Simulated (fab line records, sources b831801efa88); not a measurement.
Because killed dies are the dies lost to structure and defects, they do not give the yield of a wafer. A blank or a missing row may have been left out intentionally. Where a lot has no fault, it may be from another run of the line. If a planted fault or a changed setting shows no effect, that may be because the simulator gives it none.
fab line records	flow sky130
record lots=6	wafers=18	lastDay=50
route steps=708 shown SD_N@344 SD_P@359 RES_XHIGH@360 PAD_OPEN@708
lots that met no fault: from a run of the same line without faults
startH: start of the lot's first displayed wafer, in hours after the record's first day	waitH: time in hours since the lot's previous step	" unchanged from the row above	L1.1+2: a single row standing in for several wafers	- no value, or no start given	* or withheld: withheld	< > ~ a bound
route shown NAME@n: NAME is a module with steps in the file, n the number in the route of the first one	usual: mean/standard deviation of fault-free wafers	same: alike in all rows	chamber/n: place in a boat	sites: the reading at each site	_std_site: their standard deviation	_edge_site: inner sites' mean taken away from outer sites' mean	radiusMm: how far each site lies from the wafer's centre	mask NAME#n: copy n	behind: the most recent tool/chamber to have shaped the wafer	hold: the reason the lot was held/the length of the hold in hours/how it ended	device: the transistor (n, p or np) that didn't switch	end of line: the same wafers' tests at the end of the route	where a step has no rows: the recipe by itself	killed: not the wafer's yield, but the dies lost to structure and defects at the first sort	map: the dies of a wafer, with x for killed, . for not killed, _ for no die there
set.NAME: the setting the step ran with; set.NAME@STEP: the setting that earlier step ran with	model.NAME: the simulator's own value behind a step, which no gauge read
a table for each step, a row for each wafer; lots at some steps of the route
services: when a tool's chamber went out of use (startH, in hours from the record's first day, below 0 if earlier), for how many hours, and the reason
## steps
# step SKY_SD_N_COAT_02
# recipe resist=NOVOLAK	spinRpm=3000	resistThkNm=1140
# step SKY_SD_N_SOFTBAKE_03
# recipe tempC=90	timeS=60	resist=NOVOLAK
# step SKY_SD_N_EXPOSE_04
# recipe maskId=NSDM	na=0.6	sourceShape=conventional	sigmaOuter=0.6	polarization=unpolarized	targetCdNm=380	doseMj=141
# step SKY_SD_N_PEB_05
# recipe tempC=withheld	timeS=*	resist=NOVOLAK
# step SKY_SD_N_DEVELOP_06
# recipe resist=NOVOLAK	developer=TMAH	developTimeS=60	devTempC=23
# step SKY_SD_N_CD_MEAS_07
# recipe targetCdNm=380
# usual cdNm=379.9/2.8
lot.wafer	tool	chamber	startH	waitH	cdNm
L499.4	cdSem-01	-	719.25	0.1	379.3
L499.5	"	-	"	"	380.9
L499.6	"	-	"	"	380.4
L501.1	cdSem-02	-	737.96	0.1	380.2
L501.2	"	-	"	"	381.7
L501.5	"	-	"	"	382.7
L506.1	cdSem-01	-	777.38	0.1	380.6
L506.5	"	-	"	"	380.9
L506.6	"	-	"	"	381.1
L510.1	cdSem-01	-	805.39	0.1	378.9
L510.2	"	-	"	"	380.4
L510.3	"	-	"	"	380.2
L511.1	cdSem-01	-	807.68	0.1	377.9
L511.2	"	-	"	"	377.2
L511.4	"	-	"	"	375.7
L513.1	cdSem-01	-	818.93	0.1	378.3
L513.3	"	-	"	"	375.9
L513.5	"	-	"	"	374.6
# step SKY_SD_N_OVL_MEAS_08
# usual SD_N_OVL=0.6/1.3
lot.wafer	tool	chamber	startH	waitH	SD_N_OVL[nm]
L499.4	overlay-02	-	719.33	0.1	0.0
L499.5	"	-	"	"	0.1
L499.6	"	-	"	"	1.3
L501.1	overlay-01	-	738.08	0.1	0.4
L501.2	"	-	"	"	0.5
L501.5	"	-	"	"	0.3
L506.1	overlay-02	-	777.50	0.1	2.1
L506.5	"	-	"	"	0.9
L506.6	"	-	"	"	-0.1
L510.1	overlay-02	-	805.51	0.1	-0.6
L510.2	"	-	"	"	0.4
L510.3	"	-	"	"	-0.6
L511.1	overlay-02	-	807.80	0.1	0.8
L511.2	"	-	"	"	0.4
L511.4	"	-	"	"	0.4
L513.1	overlay-02	-	819.05	0.1	-0.6
L513.3	"	-	"	"	-1.5
L513.5	"	-	"	"	-0.4
# step SKY_SD_N_IMPLANT_09
# recipe species=As	energyKev=50	doseCm2=4e+15	tiltDeg=0
# step SKY_SD_N_IMPLANT_10
# recipe species=P	energyKev=20	doseCm2=1e+14	tiltDeg=0
# step SKY_SD_N_STRIP_11
# recipe chemistry=O2/N2	powerW=1400	pressureMtorr=1500	platenTempC=withheld	o2FlowSccm=3000	n2FlowSccm=300	overashFraction=0.5
# usual drypumpMotorCurrentA=5.7/0.43	n2FlowSccm=300.1/0.85	oesProductAu=0.527/0.004	stripTimeToEndpointS=22.52/0.048
lot.wafer	tool	chamber	startH	waitH	drypumpMotorCurrentA	n2FlowSccm	oesProductAu	rfHoursCounterH	stripTimeToEndpointS
L499.4	plasmaAsher-04	1	719.68	0.1	6.3	299.9	0.520	-	22.57
L499.5	"	0	"	"	5.6	299.7	0.522	-	22.60
L499.6	"	1	"	"	6.3	301.5	0.529	-	22.58
L501.1	plasmaAsher-04	0	738.41	0.1	5.6	299.7	0.528	93	22.52
L501.2	"	1	"	"	6.3	299.7	0.529	93	22.52
L501.5	"	1	"	"	6.3	299.8	0.530	-	22.54
L506.1	plasmaAsher-02	1	777.83	0.1	6.1	300.6	0.536	65	22.44
L506.5	"	1	"	"	6.2	300.7	0.522	-	22.51
L506.6	"	0	"	"	5.2	299.8	0.521	-	22.47
L510.1	plasmaAsher-02	0	805.85	0.1	5.2	300.3	0.526	68	22.42
L510.2	"	1	"	"	6.2	300.0	0.526	68	22.44
L510.3	"	0	"	"	5.2	299.8	0.524	-	22.40
L511.1	plasmaAsher-04	0	808.13	0.1	5.6	301.0	0.524	99	22.48
L511.2	"	1	"	"	6.4	300.5	0.532	99	22.44
L511.4	"	1	"	"	6.3	299.0	0.524	-	22.52
L513.1	plasmaAsher-02	1	819.38	0.1	6.1	299.7	0.526	69	22.41
L513.3	"	0	"	"	5.3	298.7	0.527	-	22.44
L513.5	"	1	"	"	6.2	299.3	0.525	-	22.48
# step SKY_SD_N_TW_MEAS_12
# usual SD_N_TW=3981/22
lot.wafer	tool	chamber	startH	waitH	SD_N_TW
L499.4	filmMetro-02	-	719.78	0.1	4014
L499.5	"	-	"	"	4016
L499.6	"	-	"	"	4019
L501.1	filmMetro-03	-	738.51	0.1	3942
L501.2	"	-	"	"	3967
L501.5	"	-	"	"	3940
L506.1	filmMetro-02	-	777.93	0.1	4005
L506.5	"	-	"	"	4017
L506.6	"	-	"	"	3990
L510.1	filmMetro-02	-	805.95	0.1	3991
L510.2	"	-	"	"	4012
L510.3	"	-	"	"	3994
L511.1	filmMetro-03	-	808.23	0.1	3953
L511.2	"	-	"	"	3966
L511.4	"	-	"	"	3975
L513.1	filmMetro-02	-	819.48	0.1	3992
L513.3	"	-	"	"	4005
L513.5	"	-	"	"	3995
# step SKY_SD_N_CLEAN_13
# recipe chemistry=SC1/SC2	mix=1:4:20	tempC=70	timeS=150	dry=n2Spin
# step SKY_SD_N_RTA_14
# recipe tempC=1075	timeS=2	idleTempC=650	rampUpCPerS=150	rampDownCPerS=90	ambient=N2
# usual lampPowerPct=15.74/0.06	wafer_temp_C_max=1078.0/1.1
lot.wafer	tool	chamber	startH	waitH	lampPowerPct	wafer_temp_C_max
L499.4	rtpAnneal-01	0	719.88	0.0	14.67	1077.5
L499.5	"	0	"	"	14.54	1078.4
L499.6	"	0	"	"	14.57	1076.6
L501.1	rtpAnneal-01	0	738.63	0.0	14.43	1078.2
L501.2	"	0	"	"	14.46	1077.2
L501.5	"	0	"	"	14.59	1077.4
L506.1	rtpAnneal-02	0	778.04	0.0	15.67	1078.2
L506.5	"	0	"	"	15.78	1080.3
L506.6	"	0	"	"	15.77	1078.5
L510.1	rtpAnneal-02	0	806.06	0.0	15.71	1078.6
L510.2	"	0	"	"	15.70	1079.8
L510.3	"	0	"	"	15.68	1076.9
L511.1	rtpAnneal-01	0	808.34	0.0	15.72	1077.1
L511.2	"	0	"	"	15.85	1079.0
L511.4	"	0	"	"	15.68	1078.7
L513.1	rtpAnneal-02	0	819.60	0.0	15.72	1078.8
L513.3	"	0	"	"	15.77	1077.4
L513.5	"	0	"	"	15.67	1078.6
# step SKY_SD_N_RS_MEAS_16
# recipe thkMeasGauge=four-point-probe
# usual SD_N_RS=68.54/0.11
lot.wafer	tool	chamber	startH	waitH	SD_N_RS[ohm/sq]
L499.4	filmMetro-01	-	720.09	0.1	73.86
L499.5	"	-	"	"	74.05
L499.6	"	-	"	"	74.06
L501.1	filmMetro-02	-	738.81	0.1	73.99
L501.2	"	-	"	"	73.92
L501.5	"	-	"	"	73.83
L506.1	filmMetro-02	-	778.22	0.1	68.51
L506.5	"	-	"	"	68.49
L506.6	"	-	"	"	68.46
L510.1	filmMetro-01	-	806.23	0.1	68.77
L510.2	"	-	"	"	68.54
L510.3	"	-	"	"	68.64
L511.1	filmMetro-03	-	808.52	0.1	68.50
L511.2	"	-	"	"	68.52
L511.4	"	-	"	"	68.62
L513.1	filmMetro-01	-	819.77	0.1	68.78
L513.3	"	-	"	"	68.43
L513.5	"	-	"	"	68.48
# step SKY_SD_N_RS_MEAS_17
# recipe thkMeasGauge=four-point-probe
# usual SD_P_RS=147.0/0.36
lot.wafer	tool	chamber	startH	waitH	SD_P_RS[ohm/sq]
L499.4	filmMetro-01	-	720.21	0.1	179.6
L499.5	"	-	"	"	180.7
L499.6	"	-	"	"	179.9
L501.1	filmMetro-02	-	738.93	0.1	180.1
L501.2	"	-	"	"	180.1
L501.5	"	-	"	"	180.1
L506.1	filmMetro-02	-	778.34	0.1	146.8
L506.5	"	-	"	"	146.8
L506.6	"	-	"	"	146.3
L510.1	filmMetro-01	-	806.35	0.1	147.5
L510.2	"	-	"	"	147.5
L510.3	"	-	"	"	147.5
L511.1	filmMetro-03	-	808.64	0.1	147.1
L511.2	"	-	"	"	147.2
L511.4	"	-	"	"	147.3
L513.1	filmMetro-01	-	819.89	0.1	147.2
L513.3	"	-	"	"	147.1
L513.5	"	-	"	"	146.9
# step SKY_SD_N_RS_MEAS_18
# recipe thkMeasGauge=four-point-probe
# usual RES_XHIGH_RS=333.6/1.2
lot.wafer	tool	chamber	startH	waitH	RES_XHIGH_RS[ohm/sq]
L499.4	filmMetro-01	-	720.33	0.1	337.1
L499.5	"	-	"	"	335.0
L499.6	"	-	"	"	336.0
L501.1	filmMetro-02	-	739.05	0.1	333.4
L501.2	"	-	"	"	334.9
L501.5	"	-	"	"	336.6
L506.1	filmMetro-02	-	778.46	0.1	332.4
L506.5	"	-	"	"	332.4
L506.6	"	-	"	"	331.8
L510.1	filmMetro-01	-	806.47	0.1	334.9
L510.2	"	-	"	"	335.2
L510.3	"	-	"	"	335.3
L511.1	filmMetro-03	-	808.76	0.1	332.7
L511.2	"	-	"	"	332.9
L511.4	"	-	"	"	334.0
L513.1	filmMetro-01	-	820.01	0.1	333.5
L513.3	"	-	"	"	334.9
L513.5	"	-	"	"	334.6
# step SKY_PAD_OPEN_PROBE_99
# usual killed_at_M0_to_M3=44/6.3	killed_at_M4_up=3.1/2	killedAtContacts=24/4.8	killedAtFrontEnd=15/4.6	killedAtOther=0.2/0.51	killedDies=87/8.4	killedOpen=48/6.4	killedShort=39/5.9
# same grossDies=492	killedAtBackSide=0
lot.wafer	tool	chamber	startH	waitH	killed_at_M0_to_M3	killed_at_M4_up	killedAtContacts	killedAtFrontEnd	killedAtOther	killedDies	killedOpen	killedShort	model.etest.resXhighPo.lineOhmUm	model.etest.resXhighPo.rsOhmSq	model.etest.tipP.rsOhmSq	model.etest.pfet_01v8.rOnOhmUm	model.etest.resPdiff.lineOhmUm	model.etest.resHighPo.lineOhmUm	model.etest.liconHighPo.rcOhm	model.etest.pfetG5v0d10v5.rOnOhmUm
L499.4	prober-01	-	1128.65	0.2	33	6	27	10	0	76	46	30	7994	2808	7475	3480	1719	1001	558.5	5105
L499.5	prober-01	-	1128.70	0.2	35	4	31	14	0	84	48	36	8169	2837	7475	3356	1688	1014	567.6	4966
L499.6	prober-01	-	1128.75	0.2	49	1	27	13	0	90	51	39	8618	3010	7461	3380	1686	1035	576.1	4978
L501.1	prober-01	-	1140.83	0.1	43	2	16	15	0	76	35	41	8330	2905	7424	3403	1731	1014	574.6	4912
L501.2	prober-01	-	1140.88	0.1	46	5	20	20	0	91	42	49	8357	2933	7379	3403	1714	1017	604.3	4890
L501.5	prober-01	-	1141.03	0.2	38	6	24	15	0	83	39	44	8192	2830	7395	3455	1726	998.8	591.7	4986
L506.1	prober-02	-	1169.26	0.1	48	1	28	21	1	99	51	48	5833	2016	6723	2858	1418	760.3	353.6	4726
L506.5	prober-02	-	1169.46	0.2	40	3	25	14	1	83	49	34	5926	2083	6755	2902	1413	755.2	362.8	4737
L506.6	prober-02	-	1169.51	0.2	45	4	22	23	0	94	44	50	5702	1954	6734	2827	1368	747.3	361.5	4643
L510.1	prober-02	-	1187.95	0.1	42	0	30	11	0	83	40	43	5788	1994	6781	2861	1364	752.6	339.1	4666
L510.2	prober-02	-	1188.00	0.1	43	3	24	17	0	87	53	34	5876	2012	6835	2812	1382	763	356.8	4662
L510.3	prober-02	-	1188.05	0.2	48	3	24	11	0	86	47	39	5754	1993	6776	2828	1380	731.6	355.9	4759
L511.1	prober-01	-	1188.59	0.1	43	3	22	23	0	91	50	41	5776	2022	6875	2860	1340	761.9	339.9	4815
L511.2	prober-01	-	1188.64	0.1	44	1	25	7	0	77	42	35	5898	2054	6853	2895	1337	765.2	341.2	4867
L511.4	prober-01	-	1188.74	0.2	53	3	25	12	0	93	51	42	5651	1976	6949	2846	1348	747.9	336.9	4849
L513.1	prober-02	-	1194.85	0.1	41	2	22	9	0	74	45	29	5801	2027	6728	2852	1365	740.8	359.5	4661
L513.3	prober-02	-	1194.95	0.2	57	2	24	15	0	98	61	37	5690	2016	6677	2871	1350	742.9	357.8	4645
L513.5	prober-02	-	1195.05	0.2	38	0	35	16	2	91	49	42	5522	1958	6699	2856	1342	721.2	340.1	4620
# killed by level:class
L499.4 VIA1:geometricParticle:open=15 LI_CONTACT:geometricParticle:open=10 CONTACT:geometricParticle:open=8 METAL4:geometricParticle:short=5 LI_CONTACT:geometricParticle:short=4 FIELD_ISO:geometricParticle:open=3 VIA2:geometricParticle:short=3 METAL3:geometricParticle:short=3
L499.5 LI_CONTACT:geometricParticle:open=11 VIA3:geometricParticle:open=9 CONTACT:geometricParticle:open=9 VIA1:geometricParticle:open=7 LOCAL_INTERCONNECT:geometricParticle:short=6 FIELD_ISO:geometricParticle:short=5 VIA1:geometricParticle:short=5 METAL1:geometricParticle:short=4
L499.6 VIA1:geometricParticle:open=12 CONTACT:geometricParticle:open=11 LI_CONTACT:geometricParticle:open=9 VIA3:geometricParticle:open=8 POLY_GATE:geometricParticle:short=6 VIA1:geometricParticle:short=5 METAL2:geometricParticle:short=5 VIA2:geometricParticle:open=5
L501.1 VIA1:geometricParticle:open=12 METAL1:geometricParticle:short=6 CONTACT:geometricParticle:open=5 CONTACT:geometricParticle:short=5 METAL2:geometricParticle:short=5 METAL3:geometricParticle:short=5 POLY_GATE:geometricParticle:short=4 FIELD_ISO:geometricParticle:short=3
L501.2 VIA1:geometricParticle:open=9 CONTACT:geometricParticle:open=8 METAL1:geometricParticle:short=7 LOCAL_INTERCONNECT:geometricParticle:short=6 VIA1:geometricParticle:short=6 FIELD_ISO:geometricParticle:short=5 METAL2:geometricParticle:short=5 SONOS_ONO:geometricParticle:open=4
L501.5 CONTACT:geometricParticle:open=9 VIA3:geometricParticle:open=7 METAL2:geometricParticle:short=7 FIELD_ISO:geometricParticle:short=6 CONTACT:geometricParticle:short=6 LI_CONTACT:geometricParticle:open=5 METAL1:geometricParticle:short=5 VIA1:geometricParticle:open=5
L506.1 METAL1:geometricParticle:short=11 LI_CONTACT:geometricParticle:open=10 METAL3:geometricParticle:short=9 CONTACT:geometricParticle:open=8 FIELD_ISO:geometricParticle:open=7 VIA3:geometricParticle:open=7 POLY_GATE:geometricParticle:open=6 CONTACT:geometricParticle:short=6
L506.5 VIA1:geometricParticle:open=10 VIA2:geometricParticle:open=10 METAL2:geometricParticle:short=8 CONTACT:geometricParticle:open=7 LI_CONTACT:geometricParticle:open=6 LI_CONTACT:geometricParticle:short=5 VIA3:geometricParticle:open=5 FIELD_ISO:geometricParticle:open=4
L506.6 VIA1:geometricParticle:open=8 METAL2:geometricParticle:short=8 VIA1:geometricParticle:short=7 POLY_GATE:geometricParticle:open=6 CONTACT:geometricParticle:open=6 CONTACT:geometricParticle:short=6 LI_CONTACT:geometricParticle:open=5 METAL1:geometricParticle:short=5
L510.1 CONTACT:geometricParticle:open=11 VIA3:geometricParticle:open=7 METAL1:geometricParticle:short=7 LI_CONTACT:geometricParticle:open=6 CONTACT:geometricParticle:short=6 METAL2:geometricParticle:short=6 VIA2:geometricParticle:open=4 VIA1:geometricParticle:open=4
L510.2 VIA2:geometricParticle:open=9 CONTACT:geometricParticle:open=8 VIA1:geometricParticle:open=8 FIELD_ISO:geometricParticle:open=6 VIA3:geometricParticle:open=6 LI_CONTACT:geometricParticle:open=5 LOCAL_INTERCONNECT:geometricParticle:short=5 METAL2:geometricParticle:short=5
L510.3 CONTACT:geometricParticle:open=12 VIA1:geometricParticle:open=12 METAL1:geometricParticle:short=8 FIELD_ISO:geometricParticle:short=6 VIA3:geometricParticle:open=5 VIA1:geometricParticle:short=5 CONTACT:geometricParticle:short=4 VIA2:geometricParticle:open=4
L511.1 VIA1:geometricParticle:open=11 VIA3:geometricParticle:open=8 FIELD_ISO:geometricParticle:open=7 CONTACT:geometricParticle:open=6 FIELD_ISO:geometricParticle:short=5 POLY_GATE:geometricParticle:open=5 LOCAL_INTERCONNECT:geometricParticle:short=5 METAL2:geometricParticle:short=5
L511.2 VIA1:geometricParticle:open=12 CONTACT:geometricParticle:open=11 LI_CONTACT:geometricParticle:open=8 METAL1:geometricParticle:short=8 VIA1:geometricParticle:short=6 LOCAL_INTERCONNECT:geometricParticle:short=5 VIA2:geometricParticle:short=4 VIA3:geometricParticle:open=4
L511.4 VIA1:geometricParticle:open=14 VIA1:geometricParticle:short=10 LI_CONTACT:geometricParticle:open=8 CONTACT:geometricParticle:open=7 VIA3:geometricParticle:open=6 VIA2:geometricParticle:open=5 METAL1:geometricParticle:open=5 METAL2:geometricParticle:short=5
L513.1 CONTACT:geometricParticle:open=10 VIA2:geometricParticle:open=9 VIA1:geometricParticle:open=8 METAL2:geometricParticle:short=7 METAL1:geometricParticle:short=6 CONTACT:geometricParticle:short=5 VIA3:geometricParticle:open=4 LI_CONTACT:geometricParticle:open=4
L513.3 VIA1:geometricParticle:open=20 CONTACT:geometricParticle:open=10 VIA3:geometricParticle:open=9 VIA2:geometricParticle:open=7 VIA1:geometricParticle:short=7 LOCAL_INTERCONNECT:geometricParticle:open=5 CONTACT:geometricParticle:short=5 FIELD_ISO:geometricParticle:open=4
L513.5 CONTACT:geometricParticle:open=14 VIA1:geometricParticle:open=13 CONTACT:geometricParticle:short=8 METAL1:geometricParticle:short=6 LI_CONTACT:geometricParticle:open=5 VIA3:geometricParticle:open=5 FIELD_ISO:geometricParticle:short=4 POLY_GATE:geometricParticle:open=4
## services
tool	chamber	startH	hours	kind
plasmaAsher-04	-	727.83	0.9	repair
plasmaAsher-04	-	741.54	3.8	repair
plasmaAsher-04	-	764.80	9.6	repair
## key
firstSign step=SKY_SD_N_RTA_14	reading=lampPowerPct	direction=down	sigmas=20	usual=15.74	struck=14.54
effect step=SKY_SD_N_RS_MEAS_16	reading=SD_N_RS	direction=up	sigmas=48	usual=68.54	struck=73.95
effect step=SKY_SD_N_RS_MEAS_17	reading=SD_P_RS	direction=up	sigmas=91	usual=147.0	struck=180.1
effect step=SKY_SD_N_RS_MEAS_18	reading=RES_XHIGH_RS	direction=up	sigmas=1.7	usual=333.6	struck=335.5
modelEffect step=SKY_PAD_OPEN_PROBE_99	value=etest.resXhighPo.lineOhmUm	without=5713	struck=8276
metAt SKY_SD_N_RTA_14
struckWafers L499.4,L499.5,L499.6,L501.1,L501.2,L501.5
testerLeftOut L499,L501
fault kind=processParameterDrift	tool=rtpAnneal-01	chamber=-	onsetH=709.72	steps=SKY_SD_N_RTA_14	channel=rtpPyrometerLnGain	offset=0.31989	shape=step	endH=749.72
# testerLeftOut: of these lots the tester's yield and bins aren't shown, on N5 and GAA mostly nor the transistor test; their killed dies are dies lost to structure and defects alone, not to doping, threshold or leakage, so they don't give the yield
